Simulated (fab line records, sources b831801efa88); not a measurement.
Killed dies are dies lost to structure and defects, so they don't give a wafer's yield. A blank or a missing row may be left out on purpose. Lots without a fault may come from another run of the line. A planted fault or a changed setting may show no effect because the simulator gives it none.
A struck lot beside a sound one | flow sky130 | 16 steps out of a route of 708
Sound: wafers L632.2, L632.3, L632.6. Struck: wafers L641.4, L641.6. (L641.2 of the same lot was not struck and is left out.) The cause comes at the end.
At each step with rows: each side's tool, then ch and its chambers, then its first start. Under that, the readings that differ: sound wafers | struck wafers | difference of the means | sigmas: that difference in standard deviations of wafers without a fault.
alike: readings whose means differ by less than 2 such deviations, and words and numbers that are the same on both sides. not compared: withheld readings, readings that some wafer has no value for, bounds like >300 that may hide the same value, and numbers for which the record gives no deviation and whose values overlap.
The two part at a step that has a row with sigmas, a row that says differs or no value, or rows on one side only. Numbers that don't overlap but have no deviation are shown without sigmas and don't part them. A reading that every wafer of one side lacks parts them only if that side has two wafers or more.

SKY_SD_N_OVL_MEAS_08:
  sound on overlay-02, day 30 05:49; struck on overlay-02, day 32 23:43
  alike: SD_N_OVL
then, 2 steps without rows for these wafers: SKY_SD_N_IMPLANT_09; SKY_SD_N_IMPLANT_10.
SKY_SD_N_STRIP_11: strips in O2/N2.
  sound on plasma_asher-04 ch 1, day 30 06:09; struck on plasma_asher-02 ch 0,1, day 33 00:03
  alike: drypump_motor_current_A, oes_product_au, strip_time_to_endpoint_s
  not compared: rf_hours_counter_h
SKY_SD_N_TW_MEAS_12:
  sound on film_metro-04, day 30 06:16; struck on film_metro-04, day 33 00:10
  alike: SD_N_TW
then, 1 step without rows for these wafers: SKY_SD_N_CLEAN_13 (cleans in SC1/SC2, time 150 s).
SKY_SD_N_RTA_14: time 2 s.
  sound on rtp_anneal-01 ch 0, day 30 06:22; struck on rtp_anneal-02 ch 0, day 33 00:16
  alike: lamp_power_pct, wafer_temp_C_max
SKY_SD_N_RS_MEAS_16: measures by four-point-probe.
  sound on film_metro-04, day 30 06:34; struck on film_metro-02, day 33 00:28
  alike: SD_N_RS
SKY_SD_N_RS_MEAS_17: measures by four-point-probe.
  sound on film_metro-04, day 30 06:41; struck on film_metro-02, day 33 00:35
  alike: SD_P_RS
SKY_SD_N_RS_MEAS_18: measures by four-point-probe.
  sound on film_metro-04, day 30 06:48; struck on film_metro-02, day 33 00:42
  alike: RES_XHIGH_RS
then, 1 step without rows for these wafers: SKY_SALICIDE_CLEAN_00 (cleans in HF-last, time 30 s).
SKY_LI_CONTACT_HDPCVD_00: deposits PSG, target thk 930 nm, time 155 s.
  sound on hdpcvd-01 ch 0,2, day 30 06:55; struck on hdpcvd-01 ch 1,2, day 33 00:49
  reading                                       | sound           | struck    | difference | sigmas
  model.PSG_of_LI_CONTACT_HDPCVD_00.thk_nm (nm) | 907.3 931 908.4 | 1542 1529 | +620       |
SKY_LI_CONTACT_THK_MEAS_01:
  sound on film_metro-03, day 30 07:01; struck on film_metro-04, day 33 00:56
  reading                    | sound       | struck    | difference | sigmas
  LI_CONTACT_HDPCVD_THK (nm) | 907 932 908 | 1542 1529 | +620       | +56
SKY_LI_CONTACT_CMP_02: polishes PSG.
  sound on cmp-02 ch 0,2,3, day 30 07:10; struck on cmp-02 ch 1, day 33 00:59
  reading                | sound    | struck | difference | sigmas
  time_to_endpoint_s (s) | 23 28 34 | 88 88  | +60        | +18
  alike: motor_current_A, slurry_filter_dp_kPa
SKY_LI_CONTACT_BOW_MEAS_03:
  sound on film_metro-02, day 30 07:23; struck on film_metro-04, day 33 01:18
  alike: LI_CONTACT_BOW
-- the record jumps here: 16 days lie between the struck wafers' starts before and after (it left off in module LI_CONTACT and takes up again in module PAD_OPEN, whose first step shown is number 708 of the route) --
SKY_PAD_OPEN_PROBE_99:
  sound on prober-01, day 47 14:49; struck on prober-02, day 49 12:13
  alike: killed_at_M0_to_M3, killed_at_M4_up, killed_at_contacts, killed_at_front_end, killed_at_other, killed_dies, killed_open, killed_short

WHERE THEY PART
First at SKY_LI_CONTACT_THK_MEAS_01; last, within this record, at SKY_LI_CONTACT_CMP_02. Later steps at which nothing parts them and some readings are alike: SKY_LI_CONTACT_BOW_MEAS_03, SKY_PAD_OPEN_PROBE_99.

WHY: what the simulator had put in
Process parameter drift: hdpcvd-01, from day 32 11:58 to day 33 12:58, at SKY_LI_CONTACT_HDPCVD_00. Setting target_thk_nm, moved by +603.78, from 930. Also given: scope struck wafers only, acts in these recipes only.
